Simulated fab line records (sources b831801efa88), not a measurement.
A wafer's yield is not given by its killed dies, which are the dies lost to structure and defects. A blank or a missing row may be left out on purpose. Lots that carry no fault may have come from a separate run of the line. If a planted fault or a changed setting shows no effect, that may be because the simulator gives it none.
A lot that was struck, set against a sound lot | flow sky130 | 16 steps out of a route of 708
Sound: the wafers L708.1, L708.2, L708.6. Struck: wafers L703.2, L703.3, L703.4. At the end, the cause is stated.
Each step with rows lists, per side, the tool, then ch with its chambers, then its first start. Under that, the readings that differ: sound wafers | struck wafers | difference of the means | sigmas: that difference in standard deviations of wafers without a fault.
alike: readings whose means differ by less than 2 such deviations, and words and numbers that are the same on both sides. not compared: withheld readings, readings that some wafer has no value for, bounds like >300 that may hide the same value, and numbers for which the record gives no deviation and whose values overlap.
Wherever a step has rows on one side only, a row that says differs or no value, or a row with sigmas, the two part there. Numbers that don't overlap but have no deviation are shown without sigmas and don't part them. A reading missing from all wafers of one side parts the sides only when that side holds two or more wafers.

SKY_CAP2M_THK_MEAS_01:
  sound on filmMetro-01 at day 45 16:50; struck on filmMetro-04 at day 44 12:23
  alike: CAP2M_CVD_00_THK
SKY_CAP2M_SPUTTER_02: material TiN, target thk 200 nm, time 166.7 s.
  sound on pvdSputter-01 at day 45 16:53; struck on pvdSputter-04 at day 44 12:26
  alike: throttleValvePct
SKY_CAP2M_RS_MEAS_03: a four-point-probe measurement.
  sound on filmMetro-03 at day 45 17:00; struck on filmMetro-03 at day 44 12:34
  alike: CAP2M_TIN_RS
SKY_CAP2M_THK_MEAS_04: measures by xrf.
  sound on filmMetro-03 at day 45 17:07; struck on filmMetro-03 at day 44 12:40
  alike: CAP2M_TIN_THK
then, 7 steps without rows for these wafers: SKY_CAP2M_DEHYDRATE_05 (time 60 s); SKY_CAP2M_HMDS_06 (prime time 60 s); SKY_CAP2M_COAT_07 (resist thk 1140 nm); SKY_CAP2M_SOFTBAKE_08 (time 60 s); SKY_CAP2M_EXPOSE_09 (exposes mask CAP2M, target cd 1000 nm); SKY_CAP2M_PEB_10; SKY_CAP2M_DEVELOP_11 (develop time 60 s).
SKY_CAP2M_OVL_MEAS_12:
  sound on overlay-01 at day 46 14:34; struck on overlay-02 at day 45 10:40
  alike: CAP2M_OVL
SKY_CAP2M_METAL_ETCH_13: etches TiN in Cl2/BCl3, stops on SiO2, target depth 220 nm, time 62.9 s.
  sound on rieMetal-01 ch 0,1, day 46 14:36; struck on rieMetal-02 ch 0,1, day 45 10:41
reading                                   | sound             | struck            | difference | sigmas
biasW (W)                                 | 48.78 48.52 48.70 | 40.29 40.33 40.28 | -8.37      | -52
model.NOVOLAK_of_CAP2M_COAT_07.thkNm (nm) | 989.8 986.4 988.7 | 1008 1007 1009    | +20        | 
  alike: chamberPressureMTorr, drypumpMotorCurrentA, oesProductAu, throttleValvePct
  not compared: rfHoursCounterH, model.etch.depthNm, model.CAP2M.featureDepthNm
SKY_CAP2M_STRIP_14: strips in O2/N2.
  sound on plasmaAsher-01 ch 0,1, day 46 14:41; struck on plasmaAsher-03 ch 0,1, day 45 10:46
reading                  | sound             | struck            | difference | sigmas
stripTimeToEndpointS (s) | 12.63 12.57 12.60 | 12.84 12.79 12.83 | +0.22      | +4
  alike: chamberPressureMTorr, drypumpMotorCurrentA, n2FlowSccm, oesProductAu
  not compared: rfHoursCounterH
then, 1 step without rows for these wafers: SKY_CAP2M_STRIP_15 (strips in post etch residue remover, time 1200 s).
-- the record jumps here: 4 days lie between the struck wafers' starts before and after (it left off in module CAP2M and takes up again in module PAD_OPEN, whose first step shown is number 708 of the route) --
SKY_PAD_OPEN_PROBE_99:
  sound on prober-01 at day 50 15:38; struck on prober-01 at day 49 20:20
  alike: defectLimitedYield, killed_at_M0_to_M3, killed_at_M4_up, killedAtContacts, killedAtFrontEnd, killedAtOther, killedDies, killedOpen, killedShort, model.etest.tester.sort_bin_4_pct
  not compared: model.etest.tester.sortNPass, model.etest.via4Chain.rcOhm, model.etest.tester.sortYieldPct, model.etest.tester.sort_bin_5_pct, model.etest.capMim2.leakLog10ACm2, model.etest.tester.sort_bin_8_pct

== WHERE THEY PART ==
At SKY_CAP2M_METAL_ETCH_13 first; at SKY_CAP2M_STRIP_14 last (within this record only). Later steps at which nothing parts them and some readings are alike: SKY_PAD_OPEN_PROBE_99.

WHY: what had been put in by the simulator
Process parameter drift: rieMetal-02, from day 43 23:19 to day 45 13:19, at SKY_CAP2M_METAL_ETCH_13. From 48.5, the setting biasW moved by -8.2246. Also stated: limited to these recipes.
